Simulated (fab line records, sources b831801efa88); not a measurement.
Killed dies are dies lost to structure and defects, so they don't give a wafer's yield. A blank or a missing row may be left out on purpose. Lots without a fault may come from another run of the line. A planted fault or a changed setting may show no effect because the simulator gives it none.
One fault seen from 2 desks | flow sky130 | each desk has only its own numbers; what lay behind them comes last

THE TOOL OWNER'S DESK: litho_track-02
The tool's own readings at SKY_LDD_HVN_DEVELOP_06 (develop time 60 s): means of the sampled wafers that have a number, for each lot that ran on this tool. A lot is out of limits, marked OUT, if its mean lies more than 4 standard deviations from the usual mean; the brackets give that distance.
Columns: A = resist_line_temp_C at SKY_LDD_HVN_DEVELOP_06, usual 23.00 C
lot  | first seen here | A
L146 | day 20 20:50    | 22.95
L153 | day 24 13:50    | 22.97
L154 | day 24 18:53    | 23.12
L157 | day 25 22:07    | 22.96
L162 | day 26 22:59    | 23.14
L164 | day 27 12:28    | 23.19
This desk's finding: nothing out of limits on any of the 6 lots.

THE METROLOGY DESK
What the gauges read, lot by lot, whatever tool the lot ran on: means of the sampled wafers that have a number. A lot is out of limits, marked OUT, if its mean lies more than 4 standard deviations from the usual mean; the brackets give that distance.
Columns: A = LDD_HVN_OVL at SKY_LDD_HVN_OVL_MEAS_07, usual 1.2 nm; B = LDD_HVN_TW at SKY_LDD_HVN_TW_MEAS_10, usual 1423; C = LDD_LDN_TW at SKY_LDD_LDN_TW_MEAS_13, usual 1474
lot  | first seen here | A    | B    | C
L145 | day 20 19:49    | 2.2  | 1445 | 1490
L146 | day 20 20:58    | 0.6  | 1446 | 1493
L144 | day 20 21:38    | 0.4  | 1441 | 1499
L149 | day 22 05:19    | 0.9  | 1402 | 1498
L147 | day 22 06:16    | -0.2 | 1405 | 1444
L150 | day 23 17:50    | 2.7  | 1413 | 1483
L153 | day 24 13:59    | -0.8 | 1445 | 1481
L152 | day 24 16:05    | 1.6  | 1437 | 1488
L154 | day 24 19:02    | 2.1  | 1430 | 1498
L158 | day 25 20:32    | 1.3  | 1429 | 1459
L157 | day 25 22:17    | 2.2  | 1434 | 1458
L162 | day 26 23:06    | 0.4  | 1382 | 1456
L164 | day 27 12:34    | -0.6 | 1378 | 1456
This desk's finding: nothing out of limits on any of the 13 lots.

PUT TOGETHER
The tool owner's desk saw nothing out of limits.
The metrology desk saw nothing out of limits.

WHAT THE SIMULATOR HAD PUT IN
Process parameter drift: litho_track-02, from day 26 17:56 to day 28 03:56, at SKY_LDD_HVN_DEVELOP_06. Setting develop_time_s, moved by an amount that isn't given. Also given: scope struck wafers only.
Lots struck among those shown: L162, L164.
